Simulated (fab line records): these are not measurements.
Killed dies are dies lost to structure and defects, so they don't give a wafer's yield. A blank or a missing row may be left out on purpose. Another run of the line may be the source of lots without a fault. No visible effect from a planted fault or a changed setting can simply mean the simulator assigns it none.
Which tool was responsible? + flow gf180mcu + Sampling: 14 lots, 42 wafers, 2 of 602 route steps

== WHAT EACH GAUGE READ, for each wafer ==
GF_VT_IMPLANT_RS_MEAS_47: the measuring method here is four-point-probe. Usual: NWELL_RS 487.7 ohm/sq, standard deviation 1.3.
| lot  | measured     | on           | NWELL_RS (ohm/sq) | flag |
|------|--------------|--------------|-------------------|------|
| L494 | day 7 18:54  | filmMetro-03 | 490.1 488.2 490.5 |      |
| L495 | day 8 04:04  | filmMetro-03 | 487.8 488.3 486.9 |      |
| L496 | day 8 11:05  | filmMetro-03 | 488.5 488.7 487.7 |      |
| L497 | day 8 15:19  | filmMetro-01 | 486.7 488.2 488.0 |      |
| L498 | day 8 22:22  | filmMetro-01 | 488.2 488.4 488.0 |      |
| L502 | day 10 04:37 | filmMetro-03 | 487.2 486.2 486.4 |      |
| L503 | day 10 11:46 | filmMetro-03 | 487.8 488.2 487.7 |      |
| L504 | day 10 13:43 | filmMetro-01 | 488.0 487.8 486.8 |      |
| L505 | day 10 23:01 | filmMetro-03 | 486.2 486.9 487.5 |      |
| L506 | day 11 07:34 | filmMetro-03 | 488.5 489.4 489.5 |      |
| L508 | day 11 22:19 | filmMetro-03 | 486.9 487.1 485.2 |      |
| L512 | day 13 00:57 | filmMetro-01 | 479.3 479.3 479.2 | OFF  |
| L514 | day 13 11:44 | filmMetro-01 | 479.2 478.6 479.4 | OFF  |
| L516 | day 14 03:35 | filmMetro-01 | 486.5 486.3 486.1 |      |

== WHAT TOOL EACH LOT RAN ON (gives the tool, then ch and the chambers of the sampled wafers, and finally the start) ==
| lot  | GF_NWELL_IMPLANT_08            |
|------|--------------------------------|
| L494 | implanter-03 ch 0, day 3 12:08 |
| L495 | implanter-02 ch 0, day 3 18:52 |
| L496 | implanter-01 ch 0, day 3 23:40 |
| L497 | implanter-03 ch 0, day 4 04:17 |
| L498 | implanter-01 ch 0, day 4 10:19 |
| L502 | implanter-03 ch 0, day 5 09:25 |
| L503 | implanter-01 ch 0, day 5 14:56 |
| L504 | implanter-01 ch 0, day 5 17:47 |
| L505 | implanter-02 ch 0, day 6 01:53 |
| L506 | implanter-03 ch 0, day 6 07:31 |
| L508 | implanter-02 ch 0, day 6 19:08 |
| L512 | implanter-02 ch 0, day 7 16:28 |
| L514 | implanter-02 ch 0, day 8 02:32 |
| L516 | implanter-03 ch 0, day 8 14:05 |
- GF_NWELL_IMPLANT_08

== WHAT THE TOOLS THEMSELVES READ (means of the sampled wafers that have a number; where no wafer has one, the mark that the record gives instead) ==
GF_NWELL_IMPLANT_08. Usual: beamEnergyKeV 450.01, standard deviation 0.13; faradayCurrentUA 84.8, standard deviation 1.5.
| lot  | tool         | beamEnergyKeV | faradayCurrentUA | flag |
|------|--------------|---------------|------------------|------|
| L494 | implanter-03 | 449.86        | 83.6             |      |
| L495 | implanter-02 | 450.07        | 84.0             |      |
| L496 | implanter-01 | 450.05        | 84.6             |      |
| L497 | implanter-03 | 449.97        | 84.9             |      |
| L498 | implanter-01 | 450.16        | 84.9             |      |
| L502 | implanter-03 | 449.86        | 85.5             |      |
| L503 | implanter-01 | 449.99        | 84.1             |      |
| L504 | implanter-01 | 449.96        | 84.1             |      |
| L505 | implanter-02 | 450.08        | 83.8             |      |
| L506 | implanter-03 | 450.03        | 85.9             |      |
| L508 | implanter-02 | 449.93        | 84.6             |      |
| L512 | implanter-02 | 493.09        | 83.8             | OFF  |
| L514 | implanter-02 | 493.14        | 86.1             | OFF  |
| L516 | implanter-03 | 449.99        | 85.2             |      |

== THE ANSWER, worked out from the rows above alone ==
Rule: a lot is off if the mean of its wafers that have a number lies more than 3 standard deviations from the usual mean. Also off: a lot with no number at a reading for which 4 or more lots have one. All remaining lots with rows at the step are treated as sound. First the gauges in route order, then the tools' own readings, where a lot's mean is used as printed above. The first step at which some lot is off is used, and at that step the reading that is off furthest; a lot without a number counts as furthest.
Off: L512, L514, at GF_VT_IMPLANT_RS_MEAS_47 (NWELL_RS).
If a tool, at a process step before that reading, ran all the lots that are off and no sound lot after the first of them, it fits. The gauges at GF_VT_IMPLANT_RS_MEAS_47 aren't tried: what is off there is off at GF_NWELL_IMPLANT_08 too, on other tools, and a gauge's error can't cause that. One fits: implanter-02 at GF_NWELL_IMPLANT_08. Its last sound lot is L508 (day 6 19:08), its first lot that is off L512 (day 7 16:28): a fault that began between those two fits.
The tool's own readings at GF_NWELL_IMPLANT_08 bear it out: on the lots that are off they differ by more than 5 times the standard deviation of the sound lots' means. beamEnergyKeV reads 493.12 there against 450.00 on the sound lots.

== WHAT THE SIMULATOR PUT IN ==
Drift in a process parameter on implanter-02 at GF_NWELL_IMPLANT_08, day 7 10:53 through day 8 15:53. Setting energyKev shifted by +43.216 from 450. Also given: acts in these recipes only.
Lots struck among those shown: L512, L514. The rule above found the same.
